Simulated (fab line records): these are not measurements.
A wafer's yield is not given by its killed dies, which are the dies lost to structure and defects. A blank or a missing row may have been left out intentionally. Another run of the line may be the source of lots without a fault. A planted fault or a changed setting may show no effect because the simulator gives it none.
fab line records	flow sky130
[record] lots = 12	wafers = 36	last-day = 50
route steps=708 shown FIELD_ISO@24 VT_ADJUST_HVTP@96 VT_ADJUST_LVTN@117 VT_ADJUST_NCORE@121 PAD_OPEN@708
lots that met no fault: taken from a fault-free run of the same line
start-h: the number of hours between the record's first day and the start of the first shown wafer of the lot	wait-h: hours since the lot's step before	" same as the row above	L1.1+2: several wafers, shown together as one row	- either no value or no given start	* or withheld: withheld	< > ~ a bound
route shown NAME@n: names a module that has steps shown in the file, with the first one's number in the route	usual: mean/standard deviation taken from wafers without a fault	same: alike in all rows	chamber/n: place in a boat	sites: per-site readings	_std_site: standard deviation across them	_edge_site: outer sites' mean less inner sites'	radius-mm: how far each site lies from the wafer's centre	mask NAME#n: copy n	behind: the most recent tool/chamber to have shaped the wafer	hold: reason for holding the lot/hours on hold/outcome of the hold	device: the n, p or np transistor that did not switch	end of line: tests of these same wafers at the route's end	step lacking rows: just its recipe	killed: count of dies lost to structure and defects at first sort (not the wafer's yield)	map: a wafer's dies, marking killed ones x, the rest . and places with no die _
set.NAME: setting as actually run; set.NAME@STEP: the setting as run at that earlier step	model.NAME: the simulator's own value behind a step, which no gauge read
the route's steps for a sample of lots (tables are steps, rows are wafers)
services: the hour from which a tool's chamber was out of use, counted from the record's first day as start-h (under 0 if before that day), plus the number of hours and why
[[steps]]
[step SKY_FIELD_ISO_THK_MEAS_23]
[recipe] reads = SiO2_of_FIELD_ISO_OXIDATION_22
[usual] FIELD_ISO_OXIDATION_01_THK = 10.00/0.18
lot.wafer	tool	chamber	start-h	wait-h	FIELD_ISO_OXIDATION_01_THK[nm]
L812.1	film-metro-01	-	29.76	0.0	9.82
L812.2	"	-	"	"	9.85
L812.6	"	-	"	"	9.99
L813.2	film-metro-01	-	36.31	0.0	10.09
L813.3	"	-	"	"	10.05
L813.6	"	-	"	"	9.86
L814.1	film-metro-02	-	41.30	0.0	10.05
L814.2	"	-	"	"	9.91
L814.5	"	-	"	"	9.81
L815.2	film-metro-01	-	47.81	0.0	10.01
L815.3	"	-	"	"	9.97
L815.6	"	-	"	"	10.01
L816.1	film-metro-01	-	52.24	0.0	9.93
L816.3	"	-	"	"	9.99
L816.4	"	-	"	"	10.08
L817.3	film-metro-01	-	59.23	0.0	9.91
L817.4	"	-	"	"	10.05
L817.6	"	-	"	"	9.94
L825.2	film-metro-01	-	99.66	0.0	9.69
L825.4	"	-	"	"	9.61
L825.5	"	-	"	"	9.82
L826.1	film-metro-02	-	105.54	0.0	10.17
L826.3	"	-	"	"	10.33
L826.4	"	-	"	"	10.09
L829.2	film-metro-01	-	118.91	0.0	10.06
L829.5	"	-	"	"	9.84
L829.6	"	-	"	"	10.02
L830.4	film-metro-02	-	124.84	0.0	9.89
L830.5	"	-	"	"	9.91
L830.6	"	-	"	"	9.82
L832.2	film-metro-01	-	134.72	0.1	9.85
L832.3	"	-	"	"	9.67
L832.5	"	-	"	"	9.85
L833.4	film-metro-02	-	140.03	0.0	10.07
L833.5	"	-	"	"	10.17
L833.6	"	-	"	"	10.18
[step SKY_VT_ADJUST_HVTP_TW_MEAS_11]
[usual] VT_ADJUST_HVTP_TW = 1362/12
lot.wafer	tool	chamber	start-h	wait-h	VT_ADJUST_HVTP_TW
L812.1	film-metro-02	-	117.78	0.1	1372
L812.2	"	-	"	"	1374
L812.6	"	-	"	"	1372
L813.2	film-metro-04	-	127.36	0.1	1360
L813.3	"	-	"	"	1351
L813.6	"	-	"	"	1354
L814.1	film-metro-04	-	135.39	0.1	1358
L814.2	"	-	"	"	1357
L814.5	"	-	"	"	1343
L815.2	film-metro-02	-	142.14	0.1	1367
L815.3	"	-	"	"	1367
L815.6	"	-	"	"	1369
L816.1	film-metro-02	-	147.48	0.1	1377
L816.3	"	-	"	"	1378
L816.4	"	-	"	"	1380
L817.3	film-metro-03	-	154.85	0.1	1345
L817.4	"	-	"	"	1344
L817.6	"	-	"	"	1337
L825.2	film-metro-04	-	206.04	0.1	1354
L825.4	"	-	"	"	1358
L825.5	"	-	"	"	1366
L826.1	film-metro-03	-	213.43	0.1	1348
L826.3	"	-	"	"	1355
L826.4	"	-	"	"	1349
L829.2	film-metro-03	-	227.54	0.1	1356
L829.5	"	-	"	"	1361
L829.6	"	-	"	"	1364
L830.4	film-metro-04	-	233.56	0.1	1366
L830.5	"	-	"	"	1374
L830.6	"	-	"	"	1357
L832.2	film-metro-02	-	246.19	0.1	1376
L832.3	"	-	"	"	1375
L832.5	"	-	"	"	1383
L833.4	film-metro-03	-	251.16	0.1	1352
L833.5	"	-	"	"	1349
L833.6	"	-	"	"	1351
[step SKY_VT_ADJUST_LVTN_STRIP_20]
[recipe] chemistry = O2/N2	power-w = 1400	pressure-mtorr = 1500	platen-temp-c = withheld	o2-flow-sccm = 3000	n2-flow-sccm = 300	overash-fraction = 0.5
[usual] drypump-motor-current-A = 5.7/0.34	oes-product-au = 0.716/0.0046	strip-time-to-endpoint-s = 14.17/0.033
lot.wafer	tool	chamber	start-h	wait-h	drypump-motor-current-A	oes-product-au	rf-hours-counter-h	strip-time-to-endpoint-s
L812.1	plasma-asher-02	0	155.37	0.1	5.7	0.713	5	14.20
L812.2	"	1	"	"	5.8	0.717	5	14.19
L812.6	"	1	"	"	5.8	0.709	-	14.20
L813.2	plasma-asher-03	0	165.96	0.1	4.9	0.712	37	14.15
L813.3	"	0	"	"	4.9	0.714	-	14.16
L813.6	"	0	"	"	4.9	0.724	-	14.17
L814.1	plasma-asher-04	0	175.46	0.1	5.9	0.716	48	14.16
L814.2	"	1	"	"	6.0	0.714	48	14.19
L814.5	"	1	"	"	6.0	0.721	-	14.18
L815.2	plasma-asher-03	1	182.02	0.1	5.8	0.723	39	14.21
L815.3	"	1	"	"	5.8	0.717	-	14.24
L815.6	"	0	"	"	4.9	0.720	-	14.24
L816.1	plasma-asher-02	1	187.97	0.1	5.8	0.712	8	14.20
L816.3	"	0	"	"	5.7	0.713	-	14.22
L816.4	"	1	"	"	5.8	0.714	-	14.14
L817.3	plasma-asher-02	0	195.90	0.1	5.7	0.711	-	14.25
L817.4	"	1	"	"	5.8	0.709	-	14.18
L817.6	"	1	"	"	5.8	0.720	-	14.20
L825.2	plasma-asher-03	1	251.56	0.1	5.8	0.718	46	14.20
L825.4	"	0	"	"	4.9	0.712	-	14.15
L825.5	"	1	"	"	5.8	0.716	-	14.18
L826.1	plasma-asher-04	1	259.22	0.1	6.0	0.715	56	14.19
L826.3	"	1	"	"	6.0	0.712	-	14.18
L826.4	"	0	"	"	5.8	0.717	-	14.19
L829.2	plasma-asher-03	1	275.21	0.1	5.8	0.718	48	14.15
L829.5	"	1	"	"	5.8	0.715	-	14.20
L829.6	"	0	"	"	4.9	0.719	-	14.18
L830.4	plasma-asher-02	1	280.79	0.1	5.8	0.717	-	14.12
L830.5	"	0	"	"	5.7	0.713	-	14.13
L830.6	"	1	"	"	5.8	0.718	-	14.10
L832.2	plasma-asher-02	0	293.61	0.1	5.7	0.705	19	14.16
L832.3	"	1	"	"	5.8	0.718	-	14.15
L832.5	"	0	"	"	5.7	0.710	-	14.14
L833.4	plasma-asher-04	1	299.45	0.1	6.0	0.715	-	14.16
L833.5	"	0	"	"	5.8	0.709	-	14.12
L833.6	"	1	"	"	6.0	0.716	-	14.19
[step SKY_VT_ADJUST_NCORE_COAT_02]
[recipe] resist = NOVOLAK	spin-rpm = 3000	resist-thk-nm = 1140
[usual] spin-speed-rpm = 3000.0/1.8
lot.wafer	tool	chamber	start-h	wait-h	spin-speed-rpm
L812.1	litho-track-03	0	165.72	0.1	3001.6
L812.2	"	0	"	"	2997.5
L812.6	"	0	"	"	3002.8
L813.2	litho-track-02	0	175.25	0.1	2998.8
L813.3	"	0	"	"	2996.2
L813.6	"	0	"	"	2998.9
L814.1	litho-track-04	0	185.68	0.1	2998.6
L814.2	"	0	"	"	3000.6
L814.5	"	0	"	"	2999.6
L815.2	litho-track-04	0	192.31	0.1	3000.9
L815.3	"	0	"	"	2998.6
L815.6	"	0	"	"	3000.6
L816.1	litho-track-04	0	198.23	0.1	2999.5
L816.3	"	0	"	"	3002.0
L816.4	"	0	"	"	3000.7
L817.3	litho-track-04	0	206.33	0.1	3000.5
L817.4	"	0	"	"	2999.3
L817.6	"	0	"	"	2999.7
L825.2	litho-track-03	0	263.85	0.1	2999.5
L825.4	"	0	"	"	2999.6
L825.5	"	0	"	"	3002.2
L826.1	litho-track-03	0	270.17	0.1	2998.3
L826.3	"	0	"	"	3002.2
L826.4	"	0	"	"	2998.2
L829.2	litho-track-03	0	287.80	0.1	2998.7
L829.5	"	0	"	"	2999.1
L829.6	"	0	"	"	2999.1
L830.4	litho-track-02	0	292.60	0.1	2998.6
L830.5	"	0	"	"	2999.0
L830.6	"	0	"	"	2999.1
L832.2	litho-track-03	0	306.55	0.1	2999.9
L832.3	"	0	"	"	3001.5
L832.5	"	0	"	"	3001.1
L833.4	litho-track-02	0	311.30	0.1	3000.8
L833.5	"	0	"	"	3000.6
L833.6	"	0	"	"	2998.7
[step SKY_VT_ADJUST_NCORE_STRIP_10]
[recipe] chemistry = O2/N2	power-w = 1400	pressure-mtorr = 1500	platen-temp-c = withheld	o2-flow-sccm = 3000	n2-flow-sccm = 300	overash-fraction = 0.5
[usual] drypump-motor-current-A = 5.85/0.098	oes-product-au = 0.716/0.0048	strip-time-to-endpoint-s = 14.18/0.042
lot.wafer	tool	chamber	start-h	wait-h	drypump-motor-current-A	oes-product-au	rf-hours-counter-h	strip-time-to-endpoint-s
L812.1	plasma-asher-02	0	175.93	0.1	5.69	0.722	7	14.26
L812.2	"	1	"	"	5.77	0.713	7	14.28
L812.6	"	1	"	"	5.79	0.722	-	14.24
L813.2	plasma-asher-04	1	186.28	0.1	6.01	0.712	49	14.20
L813.3	"	1	"	"	6.02	0.712	-	14.22
L813.6	"	1	"	"	6.04	0.718	-	14.25
L814.1	plasma-asher-01	1	196.53	0.1	5.93	0.715	47	14.17
L814.2	"	0	"	"	5.85	0.720	47	14.17
L814.5	"	1	"	"	5.92	0.715	-	14.16
L815.2	plasma-asher-02	1	202.94	0.1	5.78	0.707	10	14.18
L815.3	"	0	"	"	5.72	0.717	-	14.12
L815.6	"	0	"	"	5.73	0.712	-	14.14
L816.1	plasma-asher-01	0	210.13	0.1	5.85	0.720	48	14.02
L816.3	"	1	"	"	5.93	0.714	-	14.00
L816.4	"	0	"	"	5.83	0.721	-	14.06
L817.3	plasma-asher-02	1	217.76	0.1	5.78	0.712	-	14.02
L817.4	"	0	"	"	5.71	0.717	-	14.03
L817.6	"	0	"	"	5.69	0.723	-	14.04
L825.2	plasma-asher-01	1	275.59	0.1	5.95	0.721	55	14.17
L825.4	"	0	"	"	5.83	0.724	-	14.16
L825.5	"	0	"	"	5.84	0.715	-	14.16
L826.1	plasma-asher-01	0	282.68	0.1	5.85	0.723	56	14.18
L826.3	"	1	"	"	5.95	0.718	-	14.18
L826.4	"	0	"	"	5.84	0.715	-	14.22
L829.2	plasma-asher-04	0	300.53	0.1	5.77	0.714	61	14.23
L829.5	"	0	"	"	5.78	0.710	-	14.28
L829.6	"	1	"	"	6.01	0.716	-	14.22
L830.4	plasma-asher-02	1	306.12	0.1	5.80	0.716	-	14.20
L830.5	"	1	"	"	5.80	0.717	-	14.23
L830.6	"	0	"	"	5.72	0.718	-	14.19
L832.2	plasma-asher-04	0	319.22	0.1	5.78	0.722	62	14.23
L832.3	"	0	"	"	5.78	0.721	-	14.19
L832.5	"	1	"	"	6.01	0.724	-	14.21
L833.4	plasma-asher-04	0	324.76	0.1	5.82	0.724	-	14.16
L833.5	"	0	"	"	5.80	0.723	-	14.18
L833.6	"	1	"	"	6.02	0.721	-	14.13
[step SKY_PAD_OPEN_PROBE_99]
[usual] killed_at_M0_to_M3 = 44/7.7	killed_at_M4_up = 3.2/1.7	killed-at-contacts = 24/5.3	killed-at-front-end = 15/4.3	killed-at-other = 0.3/0.57	killed-dies = 87/11	killed-on-rim = 17/3.8	killed-open = 47/7.4	killed-short = 40/6.5
[same] gross-dies = 492	killed-at-back-side = 0
lot.wafer	tool	chamber	start-h	wait-h	killed_at_M0_to_M3	killed_at_M4_up	killed-at-contacts	killed-at-front-end	killed-at-other	killed-dies	killed-on-rim	killed-open	killed-short
L814.1	prober-02	-	1090.73	0.1	43	2	25	14	0	84	16	43	41
L814.2	prober-02	-	1090.78	0.1	45	4	24	12	0	85	18	48	36
L814.5	prober-02	-	1090.93	0.2	42	3	23	13	1	82	17	42	39
L815.2	prober-01	-	1091.25	0.1	39	1	29	6	1	76	14	41	35
L815.3	prober-01	-	1091.30	0.2	39	4	29	20	1	93	13	45	48
L815.6	prober-01	-	1091.45	0.2	58	6	25	18	0	107	20	57	50
L816.1	prober-02	-	1102.60	0.1	51	7	22	12	1	93	18	52	41
L816.3	prober-02	-	1102.70	0.2	47	5	25	20	1	98	25	60	38
L816.4	prober-02	-	1102.75	0.2	38	4	25	14	0	81	19	48	33
L829.2	prober-01	-	1169.60	0.1	47	5	33	20	1	106	18	57	49
L829.5	prober-01	-	1169.75	0.2	48	3	26	20	0	97	15	59	37
L829.6	prober-01	-	1169.80	0.2	39	2	20	18	0	79	12	46	33
// killed by level:class
L814.1 METAL1:geometric-particle:short=10 CONTACT:geometric-particle:open=9 VIA1:geometric-particle:open=8 LI_CONTACT:geometric-particle:open=6 METAL2:geometric-particle:short=5 CONTACT:geometric-particle:short=5 VIA2:geometric-particle:open=4 VIA1:geometric-particle:short=4
L814.2 VIA1:geometric-particle:open=10 CONTACT:geometric-particle:open=9 VIA3:geometric-particle:open=8 METAL1:geometric-particle:short=6 LI_CONTACT:geometric-particle:open=5 LOCAL_INTERCONNECT:geometric-particle:short=5 VIA1:geometric-particle:short=5 VIA2:geometric-particle:open=5
L814.5 CONTACT:geometric-particle:open=11 LI_CONTACT:geometric-particle:open=8 VIA1:geometric-particle:open=7 METAL2:geometric-particle:short=6 VIA2:geometric-particle:open=6 FIELD_ISO:geometric-particle:short=5 VIA3:geometric-particle:short=5 METAL1:geometric-particle:short=4
L815.2 CONTACT:geometric-particle:open=9 LI_CONTACT:geometric-particle:open=8 VIA1:geometric-particle:open=8 METAL2:geometric-particle:short=7 VIA2:geometric-particle:open=6 CONTACT:geometric-particle:short=5 VIA2:geometric-particle:short=5 LOCAL_INTERCONNECT:geometric-particle:short=4
L815.3 LI_CONTACT:geometric-particle:open=7 CONTACT:geometric-particle:open=7 CONTACT:geometric-particle:short=7 FIELD_ISO:geometric-particle:open=6 VIA1:geometric-particle:short=6 METAL2:geometric-particle:short=6 METAL3:geometric-particle:short=6 FIELD_ISO:geometric-particle:short=5
L815.6 VIA1:geometric-particle:open=12 CONTACT:geometric-particle:open=11 METAL1:geometric-particle:short=9 METAL2:geometric-particle:short=8 VIA2:geometric-particle:open=8 LI_CONTACT:geometric-particle:open=7 VIA1:geometric-particle:short=6 FIELD_ISO:geometric-particle:open=5
L816.1 METAL2:geometric-particle:short=11 VIA1:geometric-particle:open=10 VIA2:geometric-particle:open=10 CONTACT:geometric-particle:open=9 POLY_GATE:geometric-particle:open=7 VIA3:geometric-particle:open=6 METAL4:geometric-particle:short=6 VIA2:geometric-particle:short=5
L816.3 VIA3:geometric-particle:open=11 VIA1:geometric-particle:open=9 VIA2:geometric-particle:open=8 FIELD_ISO:geometric-particle:open=7 CONTACT:geometric-particle:open=7 LI_CONTACT:geometric-particle:open=6 CONTACT:geometric-particle:short=5 METAL1:geometric-particle:short=4
L816.4 CONTACT:geometric-particle:open=9 VIA3:geometric-particle:open=7 VIA2:geometric-particle:open=7 LI_CONTACT:geometric-particle:open=7 CONTACT:geometric-particle:short=7 METAL2:geometric-particle:short=6 VIA1:geometric-particle:open=5 FIELD_ISO:geometric-particle:open=4
L829.2 VIA1:geometric-particle:open=14 CONTACT:geometric-particle:open=13 LI_CONTACT:geometric-particle:open=9 VIA3:geometric-particle:open=8 CONTACT:geometric-particle:short=7 METAL1:geometric-particle:short=6 VIA1:geometric-particle:short=6 METAL2:geometric-particle:short=6
L829.5 VIA1:geometric-particle:open=15 LI_CONTACT:geometric-particle:open=10 CONTACT:geometric-particle:open=8 VIA2:geometric-particle:open=7 FIELD_ISO:geometric-particle:open=6 METAL1:geometric-particle:short=6 LOCAL_INTERCONNECT:geometric-particle:short=5 METAL2:geometric-particle:short=4
L829.6 VIA1:geometric-particle:open=10 CONTACT:geometric-particle:open=9 FIELD_ISO:geometric-particle:open=8 METAL1:geometric-particle:short=8 FIELD_ISO:geometric-particle:short=6 LI_CONTACT:geometric-particle:open=5 VIA3:geometric-particle:open=5 VIA1:geometric-particle:short=4
[[services]]
tool	chamber	start-h	hours	kind
plasma-asher-04	-	155.69	4.3	pm
plasma-asher-02	-	180.26	0.4	repair
plasma-asher-03	-	182.25	0.7	repair
plasma-asher-03	-	266.13	1.1	repair
plasma-asher-02	-	267.92	4.6	repair
plasma-asher-01	-	277.44	0.5	repair
plasma-asher-03	-	288.44	2.5	repair
[[key]]
[first-sign] step = SKY_VT_ADJUST_NCORE_STRIP_10	reading = strip-time-to-endpoint-s	direction = down	sigmas = 3.7	usual = *	struck = *
effect none on later readings
met-at SKY_VT_ADJUST_NCORE_COAT_02
struck-lots L816,L817
tester-left-out L816,L817
not-acting-at SKY_FIELD_ISO_THK_MEAS_23,SKY_VT_ADJUST_HVTP_TW_MEAS_11,SKY_VT_ADJUST_LVTN_STRIP_20
onset-between 192.31 198.23
[fault] kind = process-parameter-drift	tool = litho-track-04	chamber = -	onset-h = 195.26	steps = SKY_VT_ADJUST_NCORE_COAT_02	channel = resist-thk-nm	offset = -11.97	shape = step	end-h = 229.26	acts-in = these-recipes-only	stated = 1140
// tester-left-out: of these lots the tester's yield and bins aren't shown, on N5 and GAA mostly nor the transistor test; their killed dies are dies lost to structure and defects alone, not to doping, threshold or leakage, so they don't give the yield
